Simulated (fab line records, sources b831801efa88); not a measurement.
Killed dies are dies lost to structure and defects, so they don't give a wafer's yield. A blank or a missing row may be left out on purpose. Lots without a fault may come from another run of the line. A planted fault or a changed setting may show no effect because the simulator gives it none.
Which tool did it? | flow sky130 | 11 lots, 33 wafers sampled, at 5 steps of a route of 708

WHAT THE GAUGES READ, wafer by wafer
SKY_NWELL_THK_MEAS_02. Usual: NWELL_OXIDATION_THK 10.01 nm, standard deviation 0.18.
lot  | measured    | on            | NWELL_OXIDATION_THK (nm) | flag
L646 | day 2 14:37 | film_metro-02 | 10.18 10.06 10.09        |
L647 | day 2 15:52 | film_metro-02 | 9.93 9.94 10.09          |
L648 | day 2 22:25 | film_metro-03 | 10.19 10.02 10.33        |
L651 | day 3 12:19 | film_metro-01 | 10.20 10.14 10.14        |
L653 | day 4 02:23 | film_metro-01 | 9.93 9.86 10.00          |
L658 | day 5 02:45 | film_metro-02 | 10.21 10.12 10.25        |
L662 | day 5 23:14 | film_metro-02 | 10.14 10.10 9.95         |
L665 | day 6 14:38 | film_metro-03 | 10.13 10.19 10.19        |
L666 | day 6 20:53 | film_metro-02 | 10.12 10.27 10.14        |
L667 | day 7 04:02 | film_metro-01 | 9.81 9.75 9.91           |
L669 | day 7 12:25 | film_metro-03 | 10.02 9.91 10.04         |

SKY_NWELL_OVL_MEAS_10. Usual: NWELL_00_OVL 0.2 nm, standard deviation 1.6.
lot  | measured     | on         | NWELL_00_OVL (nm) | flag
L646 | day 4 15:01  | overlay-02 | 0.4 2.5 0.4       |
L647 | day 4 17:14  | overlay-01 | -2.9 -2.0 -1.9    |
L648 | day 5 00:08  | overlay-01 | -0.2 -0.6 -0.4    |
L651 | day 5 15:44  | overlay-01 | -0.3 -1.1 -1.0    |
L653 | day 6 07:47  | overlay-01 | 0.9 1.6 -0.7      |
L658 | day 7 12:37  | overlay-02 | 1.6 0.7 0.6       |
L662 | day 8 12:53  | overlay-02 | -0.2 -0.3 -1.0    |
L665 | day 9 07:07  | overlay-01 | -0.8 0.1 0.4      |
L666 | day 9 09:47  | overlay-01 | 0.0 0.2 1.6       |
L667 | day 9 13:52  | overlay-02 | -0.8 1.1 0.4      |
L669 | day 10 01:17 | overlay-01 | -0.9 -0.8 -0.6    |

SKY_VT_ADJUST_LVTN_OVL_MEAS_18. Usual: VT_ADJUST_LVTN_01_OVL 1.4 nm, standard deviation 1.1.
lot  | measured     | on         | VT_ADJUST_LVTN_01_OVL (nm)          | flag
L646 | day 7 18:22  | overlay-02 | 0.3 1.4 1.0                         |
L647 | day 7 22:41  | overlay-01 | 2.6 2.1 -0.1                        |
L648 | day 8 12:11  | overlay-02 | 2.5 3.9 2.0                         |
L651 | day 9 06:44  | overlay-02 | 247.4 247.2 246.3 246.0 245.6 243.9 | OFF
L653 | day 9 14:35  | overlay-01 | 244.8 246.8 246.0 243.3 244.7 243.9 | OFF
L658 | day 11 05:26 | overlay-01 | 2.1 2.3 0.3                         |
L662 | day 12 04:41 | overlay-02 | 1.3 1.0 1.1                         |
L665 | day 13 00:02 | overlay-01 | 1.6 2.5 1.6                         |
L666 | day 13 03:58 | overlay-01 | 1.2 -0.6 -0.1                       |
L667 | day 13 10:44 | overlay-01 | 0.5 1.7 3.0                         |
L669 | day 13 23:17 | overlay-01 | 2.5 3.0 1.8                         |

WHICH TOOL RAN EACH LOT (tool, then ch and the chambers of the sampled wafers, then the start)
lot  | SKY_FIELD_ISO_STRIP_16              | SKY_VT_ADJUST_LVTN_EXPOSE_15
L646 | plasma_asher-04 ch 0,1, day 2 05:48 | iline_stepper-01 ch 0, day 7 09:05
L647 | plasma_asher-02 ch 0,1, day 2 09:51 | iline_stepper-01 ch 0, day 7 12:27
L648 | plasma_asher-03 ch 0,1, day 2 15:18 | iline_stepper-02 ch 0, day 7 19:19
L651 | plasma_asher-04 ch 0,1, day 3 06:39 | iline_stepper-01 ch 0, day 8 19:13
L653 | plasma_asher-03 ch 0, day 3 17:41   | iline_stepper-01 ch 0, day 9 05:15
L658 | plasma_asher-04 ch 0,1, day 4 19:57 | iline_stepper-02 ch 0, day 10 18:00
L662 | plasma_asher-02 ch 0,1, day 5 16:16 | iline_stepper-02 ch 0, day 11 17:08
L665 | plasma_asher-03 ch 0,1, day 6 09:02 | iline_stepper-02 ch 0, day 12 11:42
L666 | plasma_asher-04 ch 0,1, day 6 13:09 | iline_stepper-02 ch 0, day 12 15:12
L667 | plasma_asher-02 ch 0,1, day 6 18:59 | iline_stepper-02 ch 0, day 12 22:28
L669 | plasma_asher-02 ch 0,1, day 7 03:45 | iline_stepper-02 ch 0, day 13 11:13
- SKY_FIELD_ISO_STRIP_16: strips in O2/N2.
- SKY_VT_ADJUST_LVTN_EXPOSE_15: exposes mask HVN STD DERIVED, target cd 600 nm.

WHAT THE TOOLS THEMSELVES READ (means of the sampled wafers that have a number; where no wafer has one, the mark that the record gives instead)
SKY_FIELD_ISO_STRIP_16. Usual: drypump_motor_current_A 5.6 A, standard deviation 0.52; oes_product_au 0.376 a.u., standard deviation 0.0053; strip_time_to_endpoint_s 3.52 s, standard deviation 0.042.
lot  | tool            | drypump_motor_current_A (A) | oes_product_au (a.u.) | strip_time_to_endpoint_s (s) | flag
L646 | plasma_asher-04 | 5.9                         | 0.375                 | 3.53                         |
L647 | plasma_asher-02 | 5.9                         | 0.377                 | 3.56                         |
L648 | plasma_asher-03 | 5.6                         | 0.372                 | 3.48                         |
L651 | plasma_asher-04 | 5.3                         | 0.375                 | 3.57                         |
L653 | plasma_asher-03 | 5.8                         | 0.378                 | 3.50                         |
L658 | plasma_asher-04 | 5.3                         | 0.377                 | 3.50                         |
L662 | plasma_asher-02 | 5.5                         | 0.377                 | 3.52                         |
L665 | plasma_asher-03 | 5.6                         | 0.376                 | 3.51                         |
L666 | plasma_asher-04 | 5.9                         | 0.378                 | 3.50                         |
L667 | plasma_asher-02 | 5.5                         | 0.378                 | 3.48                         |
L669 | plasma_asher-02 | 5.9                         | 0.373                 | 3.50                         |

THE ANSWER, worked out from the rows above alone
Rule: a lot is off if the mean of its wafers that have a number lies more than 3 standard deviations from the usual mean. A lot without any number at a reading at which 4 lots or more have one is off too. The other lots that the step has rows for count as sound. The gauges are gone through in route order, then the tools' own readings, and for those a lot's mean is taken as printed above. The first step at which some lot is off is used, and at that step the reading that is off furthest; a lot without a number counts as furthest.
Off: L651, L653, at SKY_VT_ADJUST_LVTN_OVL_MEAS_18 (VT_ADJUST_LVTN_01_OVL).
A tool fits if, at a process step before that reading, it ran every lot that is off, and no sound lot after the first of them. The gauges at SKY_VT_ADJUST_LVTN_OVL_MEAS_18 are tried like those tools. One fits: iline_stepper-01 at SKY_VT_ADJUST_LVTN_EXPOSE_15. Its last sound lot is L647 (day 7 12:27), its first lot that is off L651 (day 8 19:13): a fault that began between those two fits.

WHAT THE SIMULATOR HAD PUT IN
Scanner matching overlay: iline_stepper-01, from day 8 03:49 on, at SKY_VT_ADJUST_LVTN_EXPOSE_15. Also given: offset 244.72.
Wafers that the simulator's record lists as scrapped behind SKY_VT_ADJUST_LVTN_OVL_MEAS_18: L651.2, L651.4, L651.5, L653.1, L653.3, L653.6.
Lots struck among those shown: L651, L653. The rule above found the same.
